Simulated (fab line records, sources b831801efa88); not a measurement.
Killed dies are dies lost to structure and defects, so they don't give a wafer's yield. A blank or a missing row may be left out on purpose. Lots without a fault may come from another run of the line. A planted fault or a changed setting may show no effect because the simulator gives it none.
One fault seen from 2 desks | flow sky130 | each desk has only its own numbers; what lay behind them comes last

THE TOOL OWNER'S DESK: litho_track-01
The tool's own readings at SKY_NWELL_COAT_05 (resist thk 3000 nm): means of the sampled wafers that have a number, for each lot that ran on this tool. A lot is out of limits, marked OUT, if its mean lies more than 4 standard deviations from the usual mean; the brackets give that distance.
Columns: A = chill_plate_temp_C at SKY_NWELL_COAT_05, usual 22.98 C; B = dispense_pressure_kPa at SKY_NWELL_COAT_05, usual 45.8 kPa; C = exhaust_pa at SKY_NWELL_COAT_05, usual 44.9 Pa
lot  | first seen here | A     | B    | C
L715 | day 5 05:14     | 22.99 | 46.3 | 45.8
L716 | day 5 11:35     | 22.99 | 46.3 | 45.3
L717 | day 5 17:08     | 23.05 | 46.3 | 45.0
L728 | day 8 04:18     | 22.94 | 46.4 | 45.2
L729 | day 8 12:59     | 23.10 | 46.3 | 45.7
This desk's finding: nothing out of limits on any of the 5 lots.

THE METROLOGY DESK
What the gauges read, lot by lot, whatever tool the lot ran on: means of the sampled wafers that have a number. A lot is out of limits, marked OUT, if its mean lies more than 4 standard deviations from the usual mean; the brackets give that distance.
Columns: A = NWELL_00_OVL at SKY_NWELL_OVL_MEAS_10, usual -0.6 nm; B = NWELL_2_TW at SKY_NWELL_TW_MEAS_26, usual 497; C = VT_ADJUST_LVTN_2_TW at SKY_VT_ADJUST_LVTN_TW_MEAS_21, usual 188.1; D = cd_nm at SKY_VT_ADJUST_HVTR_CD_MEAS_07, usual 380.6 nm; E = VT_ADJUST_PCH_OVL at SKY_VT_ADJUST_PCH_OVL_MEAS_07, usual -0.9 nm
lot  | first seen here | A    | B                      | C     | D     | E
L713 | day 4 23:58     | 0.4  | 492                    | 188.0 | 381.2 | 0.7
L715 | day 5 14:43     | -1.3 | 497                    | 189.0 | 379.0 | -0.9
L716 | day 5 21:04     | 1.0  | 502                    | 188.1 | 380.3 | 1.3
L717 | day 6 02:20     | -1.8 | 494                    | 189.2 | 382.7 | -1.0
L718 | day 7 02:40     | -    | 1830 (+99 or more) OUT | 188.8 | 378.0 | -1.7
L719 | day 7 07:16     | -    | 1826 (+99 or more) OUT | 187.8 | 382.4 | -1.7
L728 | day 8 14:28     | 1.5  | 495                    | 188.0 | 381.0 | 0.3
L729 | day 8 23:19     | 0.3  | 499                    | 188.6 | 376.6 | 0.1
L730 | day 9 02:31     | -1.8 | 502                    | 189.1 | 379.9 | -1.4
L731 | day 9 07:44     | 1.6  | 496                    | 187.5 | 382.8 | -0.3
L732 | day 9 18:34     | -0.1 | 494                    | 187.4 | 376.8 | 0.1
L734 | day 10 02:58    | 0.2  | 497                    | 188.7 | 381.1 | -1.8
L733 | day 10 03:05    | -3.2 | 500                    | 187.6 | 377.2 | -0.5
This desk's finding: out of limits on L718, L719; first on L718, day 7 02:40 (NWELL_2_TW at SKY_NWELL_TW_MEAS_26). In limits: L713, L715, L716, L717, L728, L729, L730, L731, L732, L734, L733.

PUT TOGETHER
The metrology desk could have raised an alarm at day 7 02:40, on L718, L719.
The tool owner's desk saw nothing out of limits.
The tool owner's desk has no number on record for L718, L719.
Of the lots named, all ran SKY_NWELL_COAT_05 on litho_track-01.

WHAT THE SIMULATOR HAD PUT IN
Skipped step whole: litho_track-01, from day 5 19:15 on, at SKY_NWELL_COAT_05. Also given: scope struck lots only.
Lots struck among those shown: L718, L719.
Hours from the fault's start to each desk's first reading out of limits: the metrology desk, 31.
